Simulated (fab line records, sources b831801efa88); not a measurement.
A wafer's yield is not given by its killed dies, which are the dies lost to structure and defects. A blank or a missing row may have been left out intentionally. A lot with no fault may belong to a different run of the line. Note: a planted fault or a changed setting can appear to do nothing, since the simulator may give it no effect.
Problem report, 8D (eight disciplines) form, completed by code ; flow gf180mcu ; the parts of the form that need people (team, actions taken, sign-off) are left out

1. PROBLEM STATEMENT
Mean VT_IMPLANT_3_TW at GF_VT_IMPLANT_TW_MEAS_32: 315.3 over 6 wafers in 2 lots; fault-free wafers: 269.0, standard deviation 1.3. That puts it +36 standard deviations away from the usual mean.
First observed at day 8 00:31: wafer L439.2, on film metro-01. The record holds 39 wafers of 13 lots with a number at this step. Rule for "out", or "out of limits": more than 4 standard deviations from the usual mean. Any other wafer with a number is counted as sound.

2. WHAT IT IS AND WHAT IT IS NOT
question;is;is not
which readings at this step;VT_IMPLANT_3_TW;-
which lots;L439, L442;L435, L436, L437, L438, L449, L451, L452, L453, L454, L455, L457
which wafers of those lots;all that have a number;-
read on which gauges;film metro-01, film metro-04;film metro-03
when;from day 8 00:31;"up to then (12 sound wafers); but 21 sound wafers of L449, L451, L452, L453, L454, L455, L457 came after"

3. WHAT RULES OUT EACH SUSPECT
Counting: any tool at a process step up to the reading is kept as a suspect provided that every lot that is out went through it and no sound lot did after the first of them.
- ruled out: the gauge at GF_VT_IMPLANT_TW_MEAS_32. 2 gauges (film metro-01, film metro-04) read the wafers that are out.
- implanter-02 at GF_VT_IMPLANT_IMPLANT_30: ruled out as a lasting fault. After its first lot that is out, L439 (day 8 00:16), sound lots L452 ran on it.
Left after counting: nothing in the record.

4. THE CAUSE (what the simulator had put in)
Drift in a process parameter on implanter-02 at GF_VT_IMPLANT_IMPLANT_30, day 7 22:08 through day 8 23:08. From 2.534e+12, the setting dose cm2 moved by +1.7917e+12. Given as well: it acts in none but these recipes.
It was ruled out by counting, in error; the rule expects a fault to strike all lots run on its tool from its start on, and this fault did not.

5. THE CHAIN OF EFFECTS, in route order
One row per reading whose mean, taken over the struck wafers that have a number, lies over 3 standard deviations from the usual. Only readings for which the record gives a usual standard deviation are gone through. hours: the time from each lot's start at the first step in this table that gives one to its start at this step, as a median over the lots. sigmas: the change in usual standard deviations.
hours;step;reading;usual;on struck wafers;change;sigmas
0;GF_VT_IMPLANT_IMPLANT_30;dose ions cm2;2.534e+12;4.327e+12;+1.793e+12;+99 or more
0;GF_VT_IMPLANT_IMPLANT_30;faraday current uA;14.2;24.7;+10.5;+32
0;GF_VT_IMPLANT_TW_MEAS_32;VT_IMPLANT_3_TW;269.0;315.3;+46.3;+36
It contains these process steps:
- GF_VT_IMPLANT_IMPLANT_30
Later steps that measure or inspect, where all struck wafers having a row at the step show a number for every such reading and not one has moved that far: GF_DUAL_GATE_THK_MEAS_03, GF_DUAL_GATE_OVL_MEAS_11.

6. WHAT WOULD HAVE CAUGHT IT SOONER
2 hours passed between the start of the fault at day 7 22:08 and the first reading out of limits at a measuring or inspecting step in this record, taken at day 8 00:31.
The tool's own readings at GF_VT_IMPLANT_IMPLANT_30 were out on every struck wafer that the step has a row for (dose ions cm2, faraday current uA): an alarm limit on them would have fired on the first of those.
